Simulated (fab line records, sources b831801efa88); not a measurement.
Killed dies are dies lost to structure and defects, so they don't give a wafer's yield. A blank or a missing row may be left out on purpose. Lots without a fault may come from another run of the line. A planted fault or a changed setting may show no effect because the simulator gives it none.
Which tool did it? | flow sky130 | 11 lots, 33 wafers sampled, at 3 steps of a route of 708

WHAT THE GAUGES READ, wafer by wafer
SKY_SONOS_ONO_THK_MEAS_05.
lot  | measured     | on            | SONOS_ONO_CVD_04_THK (nm)
L103 | day 11 07:58 | film_metro-04 | 5.61 5.59 5.65
L105 | day 12 09:18 | film_metro-03 | 5.53 5.64 5.65
L106 | day 12 10:39 | film_metro-03 | 5.89 5.81 5.85
L107 | day 13 00:06 | film_metro-04 | 9.16 9.14 9.16
L108 | day 13 04:25 | film_metro-02 | 9.26 9.19 9.19
L109 | day 13 14:42 | film_metro-04 | 9.04 9.01 9.11
L119 | day 16 23:11 | film_metro-02 | 5.50 5.50 5.51
L121 | day 17 17:00 | film_metro-03 | 5.67 5.54 5.62
L122 | day 17 20:38 | film_metro-02 | 5.78 5.66 5.65
L123 | day 18 03:56 | film_metro-03 | 5.65 5.73 5.70
L124 | day 18 14:55 | film_metro-03 | 5.56 5.46 5.48

WHICH TOOL RAN EACH LOT (tool, then ch and the chambers of the sampled wafers, then the start)
lot  | SKY_FIELD_ISO_ETCH_17           | SKY_SONOS_ONO_CVD_04
L103 | rie_si-02 ch 0,1,3, day 2 04:41 | lpcvd-03 ch 1, day 11 06:43
L105 | rie_si-02 ch 1,2,3, day 2 16:47 | lpcvd-03 ch 0, day 12 08:03
L106 | rie_si-01 ch 0,1,3, day 2 20:14 | lpcvd-03 ch 1, day 12 09:24
L107 | rie_si-01 ch 0,1, day 3 02:50   | lpcvd-03 ch 1, day 12 22:50
L108 | rie_si-02 ch 1,3, day 3 07:05   | lpcvd-03 ch 1, day 13 03:08
L109 | rie_si-01 ch 0,1,2, day 3 13:33 | lpcvd-03 ch 1, day 13 13:26
L119 | rie_si-02 ch 0,1,2, day 5 15:30 | lpcvd-03 ch 0, day 16 21:56
L121 | rie_si-02 ch 0,2, day 6 02:24   | lpcvd-03 ch 0, day 17 15:45
L122 | rie_si-01 ch 0,1,3, day 6 06:47 | lpcvd-03 ch 1, day 17 19:22
L123 | rie_si-02 ch 1,3, day 6 13:26   | lpcvd-03 ch 1, day 18 02:41
L124 | rie_si-02 ch 1,2,3, day 6 19:33 | lpcvd-03 ch 1, day 18 13:40
- SKY_FIELD_ISO_ETCH_17: etches Si in HBr/Cl2/O2, target depth 342 nm, time 97.7 s.
- SKY_SONOS_ONO_CVD_04: deposits SiO2 from SiH4/N2O, target thk 5.7199 nm.

THE ANSWER, worked out from the rows above alone
Rule: what is usual is taken from the lots themselves. Put in order of their means at a reading, lots are off if they are a third of the lots or fewer, leave a main group of 4 or more, and stand apart from it by a gap of 3 or more times the standard deviation of the main group's means; of several such gaps the widest counts. A main group whose means are all the same, to the digits that the tables above print for the reading, isn't used. A lot without any number at a reading at which 4 lots or more have one is off too. The other lots that the step has rows for count as sound.
Off: L107, L108, L109, at SKY_SONOS_ONO_THK_MEAS_05 (SONOS_ONO_CVD_04_THK). The main group: mean 5.63 nm, standard deviation 0.11.
A tool fits if, at a process step before that reading, it ran every lot that is off, and no sound lot after the first of them. The gauges at SKY_SONOS_ONO_THK_MEAS_05 are tried like those tools. None of those tried fits.

WHAT THE SIMULATOR HAD PUT IN
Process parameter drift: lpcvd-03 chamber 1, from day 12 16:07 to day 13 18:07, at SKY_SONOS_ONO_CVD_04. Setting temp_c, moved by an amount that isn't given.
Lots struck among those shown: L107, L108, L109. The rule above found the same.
